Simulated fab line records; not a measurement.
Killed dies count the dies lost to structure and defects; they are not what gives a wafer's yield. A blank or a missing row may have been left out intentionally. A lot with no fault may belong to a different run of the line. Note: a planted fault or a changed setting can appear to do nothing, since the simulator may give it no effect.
A sampling plan put to the test ; flow gf180mcu ; one fab line, 16 faults that these records tell of, each judged on the records of the lots that it struck
What counts as the plan is the set of the line's own looks, namely the steps on the route at which a gauge or an inspection reads a wafer and does not change it. Where struck wafers have a number at a look and the file lists that look's usual mean and standard deviation on fault-free wafers, the look can be judged. Caught: a look later than the fault's first step finds the struck wafers' mean 4 or more of those standard deviations (sigma) from the usual mean. On the tool: the test repeated on the tool's own readings taken at the fault's steps. Caught also covers a different recipe on the struck wafers, or a record left blank for those wafers only.

== THE FAULTS, as the simulator had put them in ==
1. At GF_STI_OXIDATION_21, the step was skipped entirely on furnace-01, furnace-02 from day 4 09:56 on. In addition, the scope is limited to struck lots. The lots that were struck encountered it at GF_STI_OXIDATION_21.
2. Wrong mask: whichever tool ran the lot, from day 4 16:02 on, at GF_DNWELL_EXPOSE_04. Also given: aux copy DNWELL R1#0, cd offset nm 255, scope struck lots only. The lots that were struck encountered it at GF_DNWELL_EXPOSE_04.
3. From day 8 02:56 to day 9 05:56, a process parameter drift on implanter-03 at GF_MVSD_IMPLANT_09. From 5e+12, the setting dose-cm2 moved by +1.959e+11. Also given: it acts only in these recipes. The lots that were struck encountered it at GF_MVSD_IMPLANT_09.
4. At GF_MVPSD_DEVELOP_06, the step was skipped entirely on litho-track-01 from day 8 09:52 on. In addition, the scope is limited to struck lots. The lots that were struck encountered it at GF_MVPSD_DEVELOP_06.
5. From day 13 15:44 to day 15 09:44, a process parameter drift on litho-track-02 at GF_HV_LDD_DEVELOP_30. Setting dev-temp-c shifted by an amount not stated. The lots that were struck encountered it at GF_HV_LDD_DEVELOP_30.
6. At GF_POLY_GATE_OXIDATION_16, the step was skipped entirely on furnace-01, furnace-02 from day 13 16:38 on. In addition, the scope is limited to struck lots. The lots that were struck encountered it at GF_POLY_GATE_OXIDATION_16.
7. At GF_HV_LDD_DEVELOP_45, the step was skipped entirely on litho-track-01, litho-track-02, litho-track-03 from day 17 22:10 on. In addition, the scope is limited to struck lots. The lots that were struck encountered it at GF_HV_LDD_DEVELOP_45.
8. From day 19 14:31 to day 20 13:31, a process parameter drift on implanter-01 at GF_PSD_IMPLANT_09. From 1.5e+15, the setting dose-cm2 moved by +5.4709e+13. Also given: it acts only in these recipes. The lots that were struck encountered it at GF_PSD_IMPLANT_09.
9. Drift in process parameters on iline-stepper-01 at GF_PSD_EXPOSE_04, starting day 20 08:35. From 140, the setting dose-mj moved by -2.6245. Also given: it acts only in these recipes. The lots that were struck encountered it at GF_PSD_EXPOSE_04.
10. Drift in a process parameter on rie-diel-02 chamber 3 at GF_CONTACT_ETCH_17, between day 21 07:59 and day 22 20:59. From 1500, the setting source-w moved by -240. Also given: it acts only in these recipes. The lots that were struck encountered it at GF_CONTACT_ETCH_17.
11. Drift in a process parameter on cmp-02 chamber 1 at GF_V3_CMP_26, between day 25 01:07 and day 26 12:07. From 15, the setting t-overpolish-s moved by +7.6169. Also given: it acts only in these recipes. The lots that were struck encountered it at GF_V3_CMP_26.
12. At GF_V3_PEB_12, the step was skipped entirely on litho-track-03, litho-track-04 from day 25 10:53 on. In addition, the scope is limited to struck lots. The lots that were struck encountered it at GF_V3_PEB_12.
13. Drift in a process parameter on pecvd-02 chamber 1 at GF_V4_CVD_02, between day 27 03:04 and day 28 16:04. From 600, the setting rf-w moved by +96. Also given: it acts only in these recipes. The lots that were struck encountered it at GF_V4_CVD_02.
14. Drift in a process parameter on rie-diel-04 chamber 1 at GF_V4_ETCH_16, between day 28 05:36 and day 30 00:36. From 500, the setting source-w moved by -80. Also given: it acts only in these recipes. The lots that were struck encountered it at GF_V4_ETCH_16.
15. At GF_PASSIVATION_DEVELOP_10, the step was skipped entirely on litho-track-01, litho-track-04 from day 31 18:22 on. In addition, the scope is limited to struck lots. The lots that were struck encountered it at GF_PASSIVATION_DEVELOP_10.
16. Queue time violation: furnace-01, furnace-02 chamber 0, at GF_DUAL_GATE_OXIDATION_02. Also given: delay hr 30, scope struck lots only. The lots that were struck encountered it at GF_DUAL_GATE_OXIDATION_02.

== WHAT THE PLAN SAW ==
fault;on the tool itself;first look that catches it;reading, sigma;median hours from its first step to that look;hours from the fault's start to the first struck lot there;judged looks passed uncaught
1;the tool's record is blank for the struck wafers;no look after it can be judged;-;-;-;0
2;under 2 sigma;none of the 2 looks that can be judged after it;-;-;-;2
3;dose-ions-cm2 +36 sigma;no look after it can be judged;-;-;-;0
4;the tool's record is blank for the struck wafers;not the one look that can be judged after it;-;-;-;1
5;developer-temp-C +9.1 sigma;no look after it can be judged;-;-;-;0
6;the tool's record is blank for the struck wafers;no look after it can be judged;-;-;-;0
7;the tool's record is blank for the struck wafers;no look after it can be judged;-;-;-;0
8;dose-ions-cm2 +31 sigma;no look after it can be judged;-;-;-;0
9;exposure-dose-mJ-cm2 -17 sigma;none of the 2 looks that can be judged after it;-;-;-;2
10;rf-fwd-power-W -48 sigma;no look after it can be judged;-;-;-;0
11;overpolish-run-s +99 or beyond sigma;no look after it can be judged;-;-;-;0
12;the tool's record is blank for the struck wafers;no look after it can be judged;-;-;-;0
13;rf-fwd-power-W +53 sigma;no look after it can be judged;-;-;-;0
14;rf-fwd-power-W -49 sigma;no look after it can be judged;-;-;-;0
15;the tool's record is blank for the struck wafers;not the one look that can be judged after it;-;-;-;1
16;under 2 sigma;no look after it can be judged;-;-;-;0
A dash: the fault is not caught, or the number is missing from these records.

Caught at a look: 0 of 16. Caught on the tool: 14 of 16. By one or the other: 14 of 16.
Faults 1, 3, 4, 5, 6, 7, 8, 9, 10, 11, 12, 13, 14, 15 were caught on the tool alone.
Caught by neither: faults 2, 16.
